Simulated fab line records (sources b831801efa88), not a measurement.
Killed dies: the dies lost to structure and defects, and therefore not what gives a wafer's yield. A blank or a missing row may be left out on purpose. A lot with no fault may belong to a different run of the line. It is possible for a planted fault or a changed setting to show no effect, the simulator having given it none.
Which tool was responsible? + flow gf180mcu + 11 lots with 33 wafers sampled at 6 steps, on a route of 602 steps

WHAT EACH GAUGE READ, for each wafer
GF_M5_CD_MEAS_07: target cd 280 nm. Usual: 280.0 nm for cdNm, sd 0.97.
| lot  | measured     | on       | cdNm (nm)         | flag |
|------|--------------|----------|-------------------|------|
| L447 | day 26 02:44 | cdSem-01 | 280.5 281.1 279.6 |      |
| L448 | day 26 14:31 | cdSem-02 | 278.6 279.4 278.0 |      |
| L450 | day 27 02:59 | cdSem-02 | 278.3 278.9 277.1 |      |
| L453 | day 28 07:35 | cdSem-01 | 280.2 279.5 279.8 |      |
| L457 | day 29 12:18 | cdSem-02 | 279.9 279.6 280.4 |      |
| L462 | day 30 21:38 | cdSem-01 | 280.4 279.9 281.0 |      |
| L463 | day 31 03:44 | cdSem-02 | 280.7 280.8 281.0 |      |
| L464 | day 31 10:44 | cdSem-01 | 279.1 280.4 280.5 |      |
| L467 | day 32 03:35 | cdSem-02 | 279.2 280.0 279.5 |      |
| L469 | day 32 16:41 | cdSem-01 | 280.6 281.2 280.4 |      |
| L470 | day 32 22:29 | cdSem-02 | 280.0 280.9 279.4 |      |

GF_V5_RS_MEAS_24: measurement is done with a four-point probe. Usual: for V5_W_RS the level is 0.326 ohm/sq and the standard deviation is 0.0035.
| lot  | measured     | on           | V5_W_RS (ohm/sq)  | flag |
|------|--------------|--------------|-------------------|------|
| L447 | day 27 01:44 | filmMetro-01 | 0.329 0.323 0.328 |      |
| L448 | day 27 13:26 | filmMetro-01 | 0.322 0.316 0.327 |      |
| L450 | day 28 01:20 | filmMetro-01 | 0.328 0.326 0.327 |      |
| L453 | day 29 05:50 | filmMetro-03 | 0.324 0.319 0.329 |      |
| L457 | day 30 09:32 | filmMetro-03 | 0.319 0.323 0.321 |      |
| L462 | day 31 17:28 | filmMetro-03 | 0.324 0.324 0.326 |      |
| L463 | day 31 23:50 | filmMetro-03 | 0.321 0.323 0.321 |      |
| L464 | day 32 06:22 | filmMetro-03 | 0.324 0.325 0.323 |      |
| L467 | day 32 22:42 | filmMetro-03 | 0.330 0.323 0.325 |      |
| L469 | day 33 11:56 | filmMetro-03 | 0.330 0.328 0.336 |      |
| L470 | day 33 16:43 | filmMetro-03 | 0.323 0.326 0.320 |      |

GF_TOP_METAL_RS_MEAS_05: measurement is done with a four-point probe. Usual: for TOP_METAL_ALCU_RS the level is 0.0328 ohm/sq and the standard deviation is 0.00034.
| lot  | measured     | on           | TOP_METAL_ALCU_RS (ohm/sq) | flag |
|------|--------------|--------------|----------------------------|------|
| L447 | day 27 02:26 | filmMetro-03 | 0.0332 0.0332 0.0328       |      |
| L448 | day 27 14:08 | filmMetro-03 | 0.0326 0.0325 0.0323       |      |
| L450 | day 28 02:02 | filmMetro-04 | 0.0328 0.0324 0.0331       |      |
| L453 | day 29 06:32 | filmMetro-01 | 0.0329 0.0325 0.0326       |      |
| L457 | day 30 10:14 | filmMetro-03 | 0.0333 0.0331 0.0333       |      |
| L462 | day 31 18:10 | filmMetro-04 | 0.0333 0.0282 0.0333       | OFF  |
| L463 | day 32 00:38 | filmMetro-03 | 0.0326 0.0278 0.0324       | OFF  |
| L464 | day 32 07:04 | filmMetro-04 | 0.0329 0.0327 0.0282       | OFF  |
| L467 | day 32 23:24 | filmMetro-04 | 0.0325 0.0324 0.0321       |      |
| L469 | day 33 12:40 | filmMetro-04 | 0.0328 0.0322 0.0325       |      |
| L470 | day 33 17:25 | filmMetro-01 | 0.0326 0.0328 0.0329       |      |

GF_TOP_METAL_THK_MEAS_06: measures by xrf. Usual: for TOP_METAL_ALCU_THK the level is 902 nm and the standard deviation is 10.
| lot  | measured     | on           | TOP_METAL_ALCU_THK (nm) | flag |
|------|--------------|--------------|-------------------------|------|
| L447 | day 27 02:33 | filmMetro-03 | 887 889 904             |      |
| L448 | day 27 14:14 | filmMetro-03 | 911 907 912             |      |
| L450 | day 28 02:10 | filmMetro-04 | 896 908 893             |      |
| L453 | day 29 06:38 | filmMetro-01 | 893 914 904             |      |
| L457 | day 30 10:21 | filmMetro-03 | 888 891 882             |      |
| L462 | day 31 18:17 | filmMetro-04 | 888 1045 888            | OFF  |
| L463 | day 32 00:44 | filmMetro-03 | 903 1059 911            | OFF  |
| L464 | day 32 07:10 | filmMetro-04 | 904 905 1045            | OFF  |
| L467 | day 32 23:31 | filmMetro-04 | 909 911 926             |      |
| L469 | day 33 12:47 | filmMetro-04 | 907 914 916             |      |
| L470 | day 33 17:32 | filmMetro-01 | 915 910 912             |      |

TOOL THAT RAN EACH LOT (tool first, then ch and the chambers of the sampled wafers, then the start)
| lot  | GF_M5_ETCH_09                     | GF_TOP_METAL_SPUTTER_02     |
|------|-----------------------------------|-----------------------------|
| L447 | rieDiel-01 ch 0,1,3, day 26 02:53 | pvdSputter-04, day 27 02:20 |
| L448 | rieDiel-03 ch 0,1,3, day 26 14:39 | pvdSputter-04, day 27 14:01 |
| L450 | rieDiel-03 ch 0,1,3, day 27 03:09 | pvdSputter-04, day 28 01:57 |
| L453 | rieDiel-03 ch 0,1,2, day 28 07:42 | pvdSputter-04, day 29 06:24 |
| L457 | rieDiel-03 ch 1,3, day 29 12:27   | pvdSputter-04, day 30 10:08 |
| L462 | rieDiel-01 ch 2,3, day 30 21:47   | pvdSputter-04, day 31 18:05 |
| L463 | rieDiel-01 ch 2,3, day 31 03:51   | pvdSputter-04, day 32 00:28 |
| L464 | rieDiel-02 ch 1,2, day 31 10:51   | pvdSputter-04, day 32 06:56 |
| L467 | rieDiel-03 ch 0,1,3, day 32 03:44 | pvdSputter-01, day 32 23:19 |
| L469 | rieDiel-01 ch 0,2,3, day 32 16:50 | pvdSputter-01, day 33 12:34 |
| L470 | rieDiel-02 ch 0,1, day 32 22:38   | pvdSputter-03, day 33 17:19 |
- GF_M5_ETCH_09: etches Si3N4 in CF4/O2, target depth 52 nm, time 11.6 s.
- GF_TOP_METAL_SPUTTER_02: material AlCu, target thk 900 nm, time 47.82 s.

WHAT THE TOOLS THEMSELVES READ (means of the sampled wafers that have a number; where no wafer has one, the mark that the record gives instead)
GF_M5_ETCH_09. Usual: biasW 150.0 W, standard deviation 0.44; drypumpMotorCurrentA 5.6 A, standard deviation 0.45; oesProductAu 0.999 a.u., standard deviation 0.011; throttleValvePct 5.970 %, standard deviation 0.0096.
| lot  | tool       | biasW (W) | drypumpMotorCurrentA (A) | oesProductAu (a.u.) | throttleValvePct (%) | flag |
|------|------------|-----------|--------------------------|---------------------|----------------------|------|
| L447 | rieDiel-01 | 149.8     | 5.5                      | 0.982               | 5.961                |      |
| L448 | rieDiel-03 | 149.8     | 6.1                      | 0.994               | 5.968                |      |
| L450 | rieDiel-03 | 150.1     | 6.0                      | 1.005               | 5.975                |      |
| L453 | rieDiel-03 | 150.1     | 5.5                      | 1.010               | 5.978                |      |
| L457 | rieDiel-03 | 149.7     | 6.3                      | 0.989               | 5.976                |      |
| L462 | rieDiel-01 | 150.4     | 5.9                      | 1.011               | 5.973                |      |
| L463 | rieDiel-01 | 150.0     | 5.8                      | 1.005               | 5.962                |      |
| L464 | rieDiel-02 | 150.3     | 5.7                      | 0.988               | 5.969                |      |
| L467 | rieDiel-03 | 150.1     | 6.0                      | 1.000               | 5.967                |      |
| L469 | rieDiel-01 | 150.1     | 5.5                      | 1.007               | 5.974                |      |
| L470 | rieDiel-02 | 149.8     | 5.4                      | 1.003               | 5.969                |      |

GF_TOP_METAL_SPUTTER_02. Usual: 29.7 % for throttleValvePct, sd 1.
| lot  | tool          | throttleValvePct (%) | flag |
|------|---------------|----------------------|------|
| L447 | pvdSputter-04 | 28.8                 |      |
| L448 | pvdSputter-04 | 29.8                 |      |
| L450 | pvdSputter-04 | 29.3                 |      |
| L453 | pvdSputter-04 | 28.5                 |      |
| L457 | pvdSputter-04 | 29.3                 |      |
| L462 | pvdSputter-04 | 29.5                 |      |
| L463 | pvdSputter-04 | 29.3                 |      |
| L464 | pvdSputter-04 | 29.3                 |      |
| L467 | pvdSputter-01 | 30.2                 |      |
| L469 | pvdSputter-01 | 31.0                 |      |
| L470 | pvdSputter-03 | 31.3                 |      |

THE ANSWER, worked out from the rows above alone
Rule: take the mean of a lot's wafers that have a number; if it is more than 3 standard deviations from the usual mean, the lot is off. A lot without any number at a reading at which 4 lots or more have one is off too. The other lots that the step has rows for count as sound. After the gauges, taken in route order, come the tools' own readings; for these a lot's mean is taken, as printed above. The first step at which some lot is off is used, and at that step the reading that is off furthest; a lot without a number counts as furthest.
Off: at GF_TOP_METAL_RS_MEAS_05 (TOP_METAL_ALCU_RS), L462, L463, L464.
If a tool, at a process step before that reading, ran all the lots that are off and no sound lot after the first of them, it fits. Those tools and the gauges at GF_TOP_METAL_RS_MEAS_05 are tried in the same way. One fits: pvdSputter-04 at GF_TOP_METAL_SPUTTER_02. A fault onset in the window from L457 (day 30 10:08, its last sound lot) to L462 (day 31 18:05, its first lot off) fits.

WHAT THE SIMULATOR HAD PUT IN
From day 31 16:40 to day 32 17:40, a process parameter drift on pvdSputter-04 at GF_TOP_METAL_SPUTTER_02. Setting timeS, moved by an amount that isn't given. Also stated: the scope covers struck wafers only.
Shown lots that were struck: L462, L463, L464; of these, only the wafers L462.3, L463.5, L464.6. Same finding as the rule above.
